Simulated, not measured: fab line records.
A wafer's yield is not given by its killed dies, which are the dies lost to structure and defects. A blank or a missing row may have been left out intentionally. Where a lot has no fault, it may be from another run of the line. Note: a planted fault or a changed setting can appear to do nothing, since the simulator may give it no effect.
Code-filled problem report in 8D (eight disciplines) form :: flow gf180mcu :: the parts of the form that need people (team, actions taken, sign-off) are left out

1. THE PROBLEM
Mean VT_IMPLANT_4_TW at GF_VT_IMPLANT_TW_MEAS_43: 612 over 6 wafers in 2 lots; fault-free wafers: 682, standard deviation 3.2. Relative to the usual mean, that is a shift of -22 standard deviations.
First observed at day 11 08:02: wafer L123.1, on film_metro-03. The record holds 39 wafers of 13 lots with a number at this step. Rule for "out", or "out of limits": more than 4 standard deviations from the usual mean. The other wafers with a number count as sound.

2. WHAT IT IS, AND WHAT IT ISN'T
question: which readings at this step
is: VT_IMPLANT_4_TW
is not: -

question: which lots
is: L123, L128
is not: L110, L111, L112, L113, L116, L117, L120, L121, L122, L127, L132

question: which wafers of those lots
is: all that have a number
is not: -

question: read on which gauges
is: film_metro-01, film_metro-03
is not: film_metro-04

question: when
is: from day 11 08:02
is not: up to then (27 sound wafers); but 6 sound wafers of L127, L132 came after

3. SUSPECTS, AND WHAT RULES EACH OUT
Counting: a tool stays on the suspect list if, at a process step up to the reading, it processed all lots that are out and no sound lot following the first of them.
- ruled out: the gauge at GF_VT_IMPLANT_TW_MEAS_43. Those wafers that are out were read across 2 gauges (film_metro-01, film_metro-03).
- implanter-03 at GF_VT_IMPLANT_IMPLANT_41: kept. Every lot that is out went through it, starting with L123 (day 11 07:47), and after that it ran no sound lot; the last sound lot it ran before then is L122 (day 11 00:05). Out on those wafers are its own readings of tilt_deg.
Left after counting: implanter-03 at GF_VT_IMPLANT_IMPLANT_41.

4. THE CAUSE (what the simulator had put in)
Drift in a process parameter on implanter-03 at GF_VT_IMPLANT_IMPLANT_41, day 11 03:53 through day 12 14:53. A move of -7 in setting tilt_deg, from 7. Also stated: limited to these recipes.
The count eliminated every tool but this one.

5. THE CHAIN OF EFFECTS, in route order
Each row: a reading where the mean over the struck wafers with a number is more than 3 standard deviations away from the usual. Readings are gone through only where the record gives a usual standard deviation; hours: the median, over the lots, of the time from a lot's start at the first step in this table giving one to that lot's start at this step; sigmas: the change measured in usual standard deviations.
hours: 0
step: GF_VT_IMPLANT_IMPLANT_41
reading: tilt_deg
usual: 6.998 degrees
on struck wafers: -0.019
change: -7.017
sigmas: -99 or more

hours: 0
step: GF_VT_IMPLANT_TW_MEAS_43
reading: VT_IMPLANT_4_TW
usual: 682
on struck wafers: 612
change: -70
sigmas: -22
Its process steps:
- GF_VT_IMPLANT_IMPLANT_41

6. WHAT WOULD HAVE CAUGHT IT SOONER
The first out-of-limits reading at a measuring or inspecting step in this record came at day 11 08:02, 4 hours after the fault's start at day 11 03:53.
At GF_VT_IMPLANT_IMPLANT_41, the tool's own readings (tilt_deg) were out on each struck wafer the step has a row for, so an alarm limit on them would have fired on the first such wafer.
Among the 2 lots that are out, L128 began GF_VT_IMPLANT_IMPLANT_41 on implanter-03 after day 11 08:02. A hold on the tool at that time would have spared it.
